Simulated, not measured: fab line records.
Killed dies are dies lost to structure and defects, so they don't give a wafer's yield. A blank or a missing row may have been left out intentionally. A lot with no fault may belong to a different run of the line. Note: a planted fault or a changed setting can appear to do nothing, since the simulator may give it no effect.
One fault through the eyes of 2 desks / flow gf180mcu / each desk holds nothing but its own numbers, with what lay behind them at the end

METROLOGY DESK
Means of the sampled wafers that have a number, per lot and without regard to the tool the lot ran on: this is what the gauges read. If a lot's mean is further than 4 standard deviations from the usual mean, the lot is out of limits and carries the mark OUT (the distance appears in the brackets).
Columns: A = V1_CVD_00_THK at GF_V1_THK_MEAS_01, usual 601 nm
lot=L128; first seen here=day 17 00:14; A=606
lot=L130; first seen here=day 18 00:58; A=602
lot=L132; first seen here=day 18 17:27; A=595
lot=L133; first seen here=day 19 00:33; A=598
lot=L134; first seen here=day 19 09:13; A=599
lot=L135; first seen here=day 20 10:18; A=604
lot=L139; first seen here=day 21 21:11; A=599
lot=L141; first seen here=day 22 07:23; A=605
lot=L144; first seen here=day 23 01:29; A=603
lot=L145; first seen here=day 23 09:53; A=606
lot=L147; first seen here=day 23 23:28; A=601
lot=L148; first seen here=day 24 11:16; A=594
lot=L150; first seen here=day 24 22:25; A=601
lot=L151; first seen here=day 25 07:39; A=600
Finding of this desk: none of the 14 lots has anything out of limits.

AT THE TOOL OWNER'S DESK: krfScanner-01
The tool's own readings at GF_V3_EXPOSE_11 (exposes mask Via3, target cd 260 nm): means of the sampled wafers that have a number, for each lot that ran on this tool. If a lot's mean is further than 4 standard deviations from the usual mean, the lot is out of limits and carries the mark OUT (the distance appears in the brackets).
Columns: A = exposureDoseMJCm2 at GF_V3_EXPOSE_11, usual 37.94; B = focusOffsetNm at GF_V3_EXPOSE_11, usual 0.1 nm
lot=L134; first seen here=day 24 01:41; A=37.91; B=0.0
lot=L147; first seen here=day 28 04:54; A=37.93; B=0.4
lot=L150; first seen here=day 29 01:51; A=37.92; B=0.8
lot=L151; first seen here=day 29 08:31; A=37.86; B=-0.6
Finding of this desk: none of the 4 lots has anything out of limits.

TAKEN TOGETHER
The metrology desk saw nothing out of limits.
The tool owner's desk saw nothing out of limits.

WHAT WAS PUT IN BY THE SIMULATOR
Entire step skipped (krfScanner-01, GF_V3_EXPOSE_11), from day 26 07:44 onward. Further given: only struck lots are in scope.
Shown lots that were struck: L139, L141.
